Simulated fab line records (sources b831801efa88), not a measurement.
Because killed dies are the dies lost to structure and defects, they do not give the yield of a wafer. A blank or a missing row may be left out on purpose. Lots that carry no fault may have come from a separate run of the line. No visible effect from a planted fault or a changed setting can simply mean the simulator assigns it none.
fab line records	flow sfq_line
record lots=15	wafers=45	last_day=84
route steps=325 shown L0V@25 M0@41 JJ@196 I6@268
lots that met no fault: from a run of the same line without faults
start_h: the number of hours between the record's first day and the start of the first shown wafer of the lot	wait_h: how many hours have passed since the lot's step before this one	" as in the row above	L1.1+2: one row covering several wafers at once	- either no value or no given start	* or withheld: withheld	< > ~ a bound
route shown NAME@n: names a module that has steps shown in the file, with the first one's number in the route	usual: mean/standard deviation of fault-free wafers	same: alike in all rows	chamber/n: place in a boat	sites: the reading at each site	_std_site: standard deviation across them	_edge_site: inner sites' mean taken away from outer sites' mean	radius_mm: how far each site lies from the wafer's centre	mask NAME#n: copy n	behind: tool/chamber where the wafer was last shaped	hold: why the lot was held/for how many hours/how that ended	device: transistor that didn't switch, given as n, p or np	end of line: tests of these same wafers at the route's end	a step given without rows: its recipe and nothing more	killed: not the wafer's yield, but the dies lost to structure and defects at the first sort	map: shows each die of a wafer: x if killed, . if not, _ if none is there
set.NAME: the setting that was run; set.NAME@STEP: the one run at that earlier step	model.NAME: the simulator's own value behind a step, which no gauge read
steps of the route over a sample of lots; a table a step, a row a wafer
services: when a tool's chamber went out of use (start_h, in hours from the record's first day, below 0 if earlier), for how many hours, and the reason
## steps
# step SFQ_TRILAYER_L0_VIA_ETCH_VIA_ETCH_016
# recipe target=SiO2	stop_on=MoNx_KI	mask_material=PR	chemistry=CHF3	target_depth_nm=80	source_w=500	bias_w=80	pressure_mtorr=30	time_s=withheld
# usual bias_w=79.98/0.23	chamber_pressure_mTorr=30.002/0.026	drypump_motor_current_A=5.57/0.24	oes_product_au=0.843/0.0077
lot.wafer	tool	chamber	start_h	wait_h	bias_w	chamber_pressure_mTorr	drypump_motor_current_A	oes_product_au
L290.2	rie_diel-04	2	106.49	0.0	80.13	29.999	5.77	0.850
L290.5	"	2	"	"	80.11	30.002	5.77	0.862
L290.6	"	3	"	"	79.98	30.029	5.84	0.846
L291.1	rie_diel-04	3	112.49	0.0	79.89	29.990	5.81	0.836
L291.2	"	0	"	"	80.20	29.968	5.69	0.837
L291.4	"	0	"	"	80.27	29.980	5.67	0.841
L293.2	rie_diel-03	2	123.32	0.0	79.74	29.989	5.77	0.840
L293.3	"	1	"	"	79.73	30.011	5.64	0.840
L293.4	"	0	"	"	80.34	30.036	5.43	0.832
L294.4	rie_diel-04	0	128.09	0.0	80.11	29.970	5.70	0.835
L294.5	"	0	"	"	79.90	30.049	5.71	0.842
L294.6	"	3	"	"	80.25	29.967	5.79	0.837
L296.3	rie_diel-02	2	135.39	0.0	79.85	30.019	4.93	0.849
L296.5	"	0	"	"	80.02	30.008	5.51	0.855
L296.6	"	1	"	"	79.79	30.032	5.70	0.861
L297.1	rie_diel-04	0	143.79	0.0	80.14	30.003	5.71	0.845
L297.2	"	2	"	"	79.93	29.970	5.75	0.838
L297.5	"	2	"	"	80.02	29.982	5.74	0.852
L300.2	rie_diel-03	0	156.99	0.0	80.12	29.980	5.43	0.841
L300.5	"	3	"	"	79.57	30.008	5.81	0.855
L300.6	"	2	"	"	80.13	30.028	5.75	0.844
L301.4	rie_diel-02	0	164.19	0.0	-	-	-	-
L301.5	"	1	"	"	-	-	-	-
L301.6	"	0	"	"	-	-	-	-
L302.2	rie_diel-02	2	171.19	0.0	-	-	-	-
L302.3	"	3	"	"	-	-	-	-
L302.4	"	0	"	"	-	-	-	-
L303.1	rie_diel-04	1	175.99	0.0	-	-	-	-
L303.2	"	2	"	"	-	-	-	-
L303.6	"	0	"	"	-	-	-	-
L305.3	rie_diel-02	2	192.84	0.0	79.83	30.017	4.96	0.837
L305.4	"	0	"	"	80.34	30.017	5.51	0.841
L305.6	"	3	"	"	79.83	29.984	5.35	0.841
L307.2	rie_diel-04	0	203.61	0.0	79.59	29.989	5.65	0.838
L307.4	"	3	"	"	79.67	30.009	5.77	0.841
L307.6	"	1	"	"	79.58	29.992	5.36	0.845
L309.4	rie_diel-04	1	214.41	0.0	80.08	30.015	5.33	0.851
L309.5	"	0	"	"	79.98	29.985	5.69	0.854
L309.6	"	1	"	"	79.61	30.034	5.34	0.861
L310.1	rie_diel-04	1	222.81	0.0	80.26	30.045	5.33	0.848
L310.5	"	3	"	"	80.09	29.987	5.81	0.849
L310.6	"	2	"	"	79.69	29.985	5.79	0.840
L312.2	rie_diel-04	2	236.01	0.0	79.62	30.014	5.78	0.840
L312.3	"	0	"	"	79.54	29.974	5.72	0.839
L312.5	"	2	"	"	79.85	29.977	5.79	0.843
# step SFQ_TRILAYER_M0_STRIP_STRIP_025
# recipe gas=O2	power_w=200	platen_temp_c=40	overash_fraction=0.65	chemistry=O2	pressure_mtorr=50
# usual drypump_motor_current_A=5.6/0.46	oes_product_au=0.999/0.0077
lot.wafer	tool	chamber	start_h	wait_h	drypump_motor_current_A	oes_product_au	rf_hours_counter_h
L290.2	rie_metal-01	0	153.53	0.1	5.9	1.000	165
L290.5	"	1	"	"	5.5	0.992	-
L290.6	"	0	"	"	5.9	0.996	-
L291.1	rie_metal-02	1	159.53	0.1	5.4	0.990	182
L291.2	"	0	"	"	4.7	0.990	184
L291.4	"	1	"	"	5.4	0.990	-
L293.2	rie_metal-02	1	173.73	0.1	5.4	1.010	183
L293.3	"	1	"	"	5.4	0.999	-
L293.4	"	0	"	"	4.7	0.991	-
L294.4	rie_metal-02	0	178.94	0.2	4.7	0.982	-
L294.5	"	1	"	"	5.4	0.998	-
L294.6	"	0	"	"	4.7	1.002	-
L296.3	rie_metal-02	0	187.16	0.2	4.7	0.995	-
L296.5	"	1	"	"	5.4	0.992	-
L296.6	"	0	"	"	4.7	0.996	-
L297.1	rie_metal-02	1	197.76	0.1	5.4	1.008	188
L297.2	"	0	"	"	4.7	0.997	193
L297.5	"	1	"	"	5.4	1.004	-
L300.2	rie_metal-01	0	212.16	0.1	5.9	1.000	177
L300.5	"	0	"	"	5.9	0.993	-
L300.6	"	1	"	"	5.5	0.994	-
L301.4	rie_metal-02	0	219.56	0.2	4.7	1.002	-
L301.5	"	1	"	"	5.4	1.001	-
L301.6	"	0	"	"	4.7	1.002	-
L302.2	rie_metal-01	0	227.76	0.1	5.9	1.001	180
L302.3	"	1	"	"	5.5	0.991	-
L302.4	"	0	"	"	5.9	0.992	-
L303.1	rie_metal-04	1	232.56	0.1	5.7	1.003	201
L303.2	"	0	"	"	6.1	1.000	26
L303.6	"	0	"	"	6.1	1.009	-
L305.3	rie_metal-01	0	250.76	0.2	5.9	0.998	-
L305.4	"	1	"	"	5.5	0.987	-
L305.6	"	1	"	"	5.5	0.979	-
L307.2	rie_metal-04	1	260.97	0.1	5.6	1.002	1
L307.4	"	1	"	"	5.7	1.006	-
L307.6	"	1	"	"	5.7	1.004	-
L309.4	rie_metal-01	0	271.91	0.2	5.9	1.006	-
L309.5	"	1	"	"	5.5	0.991	-
L309.6	"	0	"	"	5.9	1.001	-
L310.1	rie_metal-01	0	276.51	0.1	5.9	1.004	191
L310.5	"	0	"	"	5.9	1.015	-
L310.6	"	1	"	"	5.5	0.998	-
L312.2	rie_metal-02	0	287.31	0.1	4.7	1.010	8
L312.3	"	0	"	"	4.7	1.011	-
L312.5	"	0	"	"	4.7	1.008	-
# step SFQ_TRILAYER_JJ_CE_STRIP_STRIP_120
# recipe gas=O2	power_w=200	platen_temp_c=40	overash_fraction=0.65	chemistry=O2	pressure_mtorr=50
# usual drypump_motor_current_A=5.4/0.41	oes_product_au=1.000/0.008
lot.wafer	tool	chamber	start_h	wait_h	drypump_motor_current_A	oes_product_au	rf_hours_counter_h
L290.2	rie_metal-03	0	974.10	0.0	5.5	1.008	90
L290.5	"	0	"	"	5.5	0.994	-
L290.6	"	1	"	"	5.3	1.010	-
L291.1	rie_metal-04	0	989.70	0.0	6.1	1.003	173
L291.2	"	1	"	"	5.7	0.996	138
L291.4	"	1	"	"	5.7	1.009	-
L293.2	rie_metal-03	1	1010.29	0.0	5.3	0.999	32
L293.3	"	1	"	"	5.3	0.995	-
L293.4	"	0	"	"	5.5	1.006	-
L294.4	rie_metal-03	1	1016.30	0.2	5.3	1.006	-
L294.5	"	0	"	"	5.5	0.997	-
L294.6	"	1	"	"	5.2	0.997	-
L296.3	rie_metal-04	1	1031.90	0.2	5.6	0.993	-
L296.5	"	1	"	"	5.7	1.003	-
L296.6	"	0	"	"	6.1	1.006	-
L297.1	rie_metal-03	0	1045.26	0.0	5.5	1.001	101
L297.2	"	1	"	"	5.3	1.002	38
L297.5	"	1	"	"	5.3	0.999	-
L300.2	rie_metal-02	1	1116.36	0.0	5.4	0.995	134
L300.5	"	1	"	"	5.4	1.001	-
L300.6	"	0	"	"	4.7	0.999	-
L301.4	rie_metal-02	1	1122.60	0.2	5.4	0.989	-
L301.5	"	0	"	"	4.7	0.995	-
L301.6	"	1	"	"	5.4	0.995	-
L302.2	rie_metal-02	0	1127.16	0.0	4.7	0.990	143
L302.3	"	1	"	"	5.4	0.996	-
L302.4	"	0	"	"	4.7	0.987	-
L303.1	rie_metal-03	1	1142.87	0.0	5.3	0.997	47
L303.2	"	0	"	"	5.5	0.997	111
L303.6	"	1	"	"	5.3	1.010	-
L305.3	rie_metal-03	1	1157.53	0.2	5.3	1.005	-
L305.4	"	0	"	"	5.5	0.998	-
L305.6	"	1	"	"	5.3	1.014	-
L307.2	rie_metal-04	0	1354.96	0.0	6.1	0.995	34
L307.4	"	0	"	"	6.1	1.008	-
L307.6	"	1	"	"	5.7	1.009	-
L309.4	rie_metal-04	0	1370.76	0.2	6.1	1.015	-
L309.5	"	1	"	"	5.6	1.008	-
L309.6	"	0	"	"	6.1	1.018	-
L310.1	rie_metal-04	1	1379.72	0.0	5.7	1.016	17
L310.5	"	0	"	"	6.1	1.008	-
L310.6	"	1	"	"	5.7	1.012	-
L312.2	rie_metal-04	0	1400.12	0.0	6.1	1.006	42
L312.3	"	1	"	"	5.7	1.001	-
L312.5	"	1	"	"	5.7	1.007	-
# step SFQ_I6_BOW_MEAS_941
# recipe mode=bow
# usual I6_BOW=7/13
lot.wafer	tool	chamber	start_h	wait_h	I6_BOW[um]
L290.2	film_metro-01	-	1528.08	2.5	3
L290.5	"	-	"	"	9
L290.6	"	-	"	"	-6
L291.1	film_metro-03	-	1543.66	2.0	2
L291.2	"	-	"	"	8
L291.4	"	-	"	"	12
L293.2	film_metro-01	-	1570.08	1.5	-3
L293.3	"	-	"	"	-3
L293.4	"	-	"	"	0
L294.4	film_metro-04	-	1572.52	2.1	-8
L294.5	"	-	"	"	-4
L294.6	"	-	"	"	-6
L296.3	film_metro-03	-	1583.30	2.5	-5
L296.5	"	-	"	"	-5
L296.6	"	-	"	"	-9
L297.1	film_metro-04	-	1588.06	2.5	-6
L297.2	"	-	"	"	-4
L297.5	"	-	"	"	7
L300.2	film_metro-04	-	1635.88	1.5	20
L300.5	"	-	"	"	7
L300.6	"	-	"	"	26
L301.4	film_metro-01	-	1641.94	2.6	18
L301.5	"	-	"	"	24
L301.6	"	-	"	"	24
L302.2	film_metro-03	-	1650.28	1.5	-4
L302.3	"	-	"	"	-11
L302.4	"	-	"	"	-1
L303.1	film_metro-03	-	1663.99	1.0	31
L303.2	"	-	"	"	22
L303.6	"	-	"	"	2
L305.3	film_metro-01	-	1673.37	2.5	15
L305.4	"	-	"	"	23
L305.6	"	-	"	"	20
L307.2	film_metro-03	-	1704.28	1.5	15
L307.4	"	-	"	"	5
L307.6	"	-	"	"	18
L309.4	film_metro-03	-	1744.38	1.1	25
L309.5	"	-	"	"	14
L309.6	"	-	"	"	19
L310.1	film_metro-04	-	1746.72	2.5	-5
L310.5	"	-	"	"	-4
L310.6	"	-	"	"	-2
L312.2	film_metro-04	-	1752.13	1.0	1
L312.3	"	-	"	"	2
L312.5	"	-	"	"	-16
## services
tool	chamber	start_h	hours	kind
rie_diel-04	2	107.62	7.5	repair
rie_metal-02	1	161.31	9.9	repair
rie_metal-02	-	250.08	14.6	pm
rie_metal-02	-	264.68	2.8	pm
rie_metal-02	-	428.97	1.4	pm
rie_diel-04	2	442.95	4.7	repair
rie_metal-02	-	473.13	0.7	repair
rie_metal-02	1	488.01	18.6	repair
rie_diel-04	-	492.96	3.3	repair
rie_diel-04	-	496.31	2.8	pm
rie_metal-02	1	508.26	26.4	repair
rie_metal-02	-	582.54	28.1	pm
rie_diel-04	3	604.18	4.4	repair
rie_diel-04	0	666.08	13.0	repair
rie_diel-04	-	704.53	1.1	repair
rie_metal-02	-	713.91	0.3	repair
rie_metal-02	0	716.19	27.8	repair
rie_metal-02	-	883.65	1.2	repair
rie_metal-02	1	1002.11	15.7	repair
rie_metal-02	0	1011.13	20.4	repair
rie_metal-02	1	1181.51	7.3	repair
rie_metal-02	0	1205.91	9.3	repair
rie_metal-02	1	1268.05	2.7	repair
rie_metal-02	-	1363.37	2.8	pm
## key
first_sign step=SFQ_TRILAYER_L0_VIA_ETCH_VIA_ETCH_016	reading=tool_record	direction=missing
effect none on later readings
met_at SFQ_TRILAYER_L0_VIA_ETCH_VIA_ETCH_016
struck_lots L301,L302,L303
not_acting_at SFQ_TRILAYER_M0_STRIP_STRIP_025,SFQ_TRILAYER_JJ_CE_STRIP_STRIP_120,SFQ_I6_BOW_MEAS_941
onset_between 143.79 164.19
fault kind=skipped_step_whole	tool=rie_diel-02,rie_diel-04	chamber=-	onset_h=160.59	steps=SFQ_TRILAYER_L0_VIA_ETCH_VIA_ETCH_016	scope=struck_lots_only
